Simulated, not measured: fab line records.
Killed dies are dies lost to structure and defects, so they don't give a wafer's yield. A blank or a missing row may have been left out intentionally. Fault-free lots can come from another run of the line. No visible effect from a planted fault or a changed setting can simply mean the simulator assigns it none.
Matching of chambers / flow gf180mcu / GF_V5_ETCH_16 on rie-diel-04: 4 sister chambers
The step etches BARC in N2/H2. 14 wafers are shown with their chamber, then 7 later ones without.

WAFERS, EACH WITH ITS CHAMBER
wafer=L682.3; chamber=0; drypump-motor-current-A (A)=6.1; rf-fwd-power-W (W)=493.3; oes-product-au (a.u.)=0.854
wafer=L682.4; chamber=2; drypump-motor-current-A (A)=5.6; rf-fwd-power-W (W)=494.0; oes-product-au (a.u.)=0.857
wafer=L682.6; chamber=2; drypump-motor-current-A (A)=5.6; rf-fwd-power-W (W)=492.2; oes-product-au (a.u.)=0.854
wafer=L685.1; chamber=1; drypump-motor-current-A (A)=5.7; rf-fwd-power-W (W)=495.2; oes-product-au (a.u.)=0.848
wafer=L685.2; chamber=3; drypump-motor-current-A (A)=6.2; rf-fwd-power-W (W)=495.3; oes-product-au (a.u.)=0.854
wafer=L685.3; chamber=0; drypump-motor-current-A (A)=6.0; rf-fwd-power-W (W)=494.6; oes-product-au (a.u.)=0.853
wafer=L684.1; chamber=1; drypump-motor-current-A (A)=5.6; rf-fwd-power-W (W)=494.4; oes-product-au (a.u.)=0.854
wafer=L684.2; chamber=0; drypump-motor-current-A (A)=6.1; rf-fwd-power-W (W)=493.7; oes-product-au (a.u.)=0.846
wafer=L684.4; chamber=2; drypump-motor-current-A (A)=5.6; rf-fwd-power-W (W)=490.2; oes-product-au (a.u.)=0.859
wafer=L686.1; chamber=3; drypump-motor-current-A (A)=6.2; rf-fwd-power-W (W)=496.8; oes-product-au (a.u.)=0.856
wafer=L686.2; chamber=0; drypump-motor-current-A (A)=6.0; rf-fwd-power-W (W)=496.5; oes-product-au (a.u.)=0.852
wafer=L686.6; chamber=3; drypump-motor-current-A (A)=6.2; rf-fwd-power-W (W)=496.6; oes-product-au (a.u.)=0.845
wafer=L690.2; chamber=1; drypump-motor-current-A (A)=5.6; rf-fwd-power-W (W)=495.4; oes-product-au (a.u.)=0.848
wafer=L690.5; chamber=1; drypump-motor-current-A (A)=5.6; rf-fwd-power-W (W)=494.3; oes-product-au (a.u.)=0.853

SIGNATURES (means of the wafers above)
reading=drypump-motor-current-A; chamber 0=6.050; chamber 1=5.625; chamber 2=5.600; chamber 3=6.200; scatter within a chamber=0.0418
reading=rf-fwd-power-W; chamber 0=494.525; chamber 1=494.825; chamber 2=492.133; chamber 3=496.233; scatter within a chamber=1.25
reading=oes-product-au; chamber 0=0.85125; chamber 1=0.85075; chamber 2=0.85667; chamber 3=0.85167; scatter within a chamber=0.00388
Rule: a wafer's distance from a chamber is the root of the sum, over the readings, of the square of ((its reading less the chamber's mean) divided by the reading's scatter). The wafer belongs to the nearest chamber; if the next one is less than 2 further off, it can't be placed. How the scatter is found: for the shown wafers, subtract from each reading the mean of its chamber, square and add these, divide the total by (wafers less chambers), then take the root.

WAFERS WITHOUT THEIR CHAMBER
wafer=L690.6; drypump-motor-current-A (A)=6.1; rf-fwd-power-W (W)=494.6; oes-product-au (a.u.)=0.858
wafer=L694.1; drypump-motor-current-A (A)=5.7; rf-fwd-power-W (W)=496.0; oes-product-au (a.u.)=0.842
wafer=L694.3; drypump-motor-current-A (A)=5.6; rf-fwd-power-W (W)=492.8; oes-product-au (a.u.)=0.859
wafer=L694.4; drypump-motor-current-A (A)=6.2; rf-fwd-power-W (W)=497.0; oes-product-au (a.u.)=0.849
wafer=L703.1; drypump-motor-current-A (A)=6.1; rf-fwd-power-W (W)=495.6; oes-product-au (a.u.)=0.860
wafer=L703.4; drypump-motor-current-A (A)=6.2; rf-fwd-power-W (W)=495.1; oes-product-au (a.u.)=0.855
wafer=L703.6; drypump-motor-current-A (A)=6.1; rf-fwd-power-W (W)=492.9; oes-product-au (a.u.)=0.852

CHAMBER TAKEN BY EACH
wafer=L690.6; from the rows above=can't be placed: 0 or 3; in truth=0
wafer=L694.1; from the rows above=1; in truth=1
wafer=L694.3; from the rows above=can't be placed: 2 or 1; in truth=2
wafer=L694.4; from the rows above=3; in truth=3
wafer=L703.1; from the rows above=can't be placed: 0 or 3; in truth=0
wafer=L703.4; from the rows above=3; in truth=3
wafer=L703.6; from the rows above=can't be placed: 0 or 3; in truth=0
Correctly placed: 3 of 7. Unplaceable from these rows: 4, with the true chamber sitting among the candidates in 4. Wrongly placed: 0.
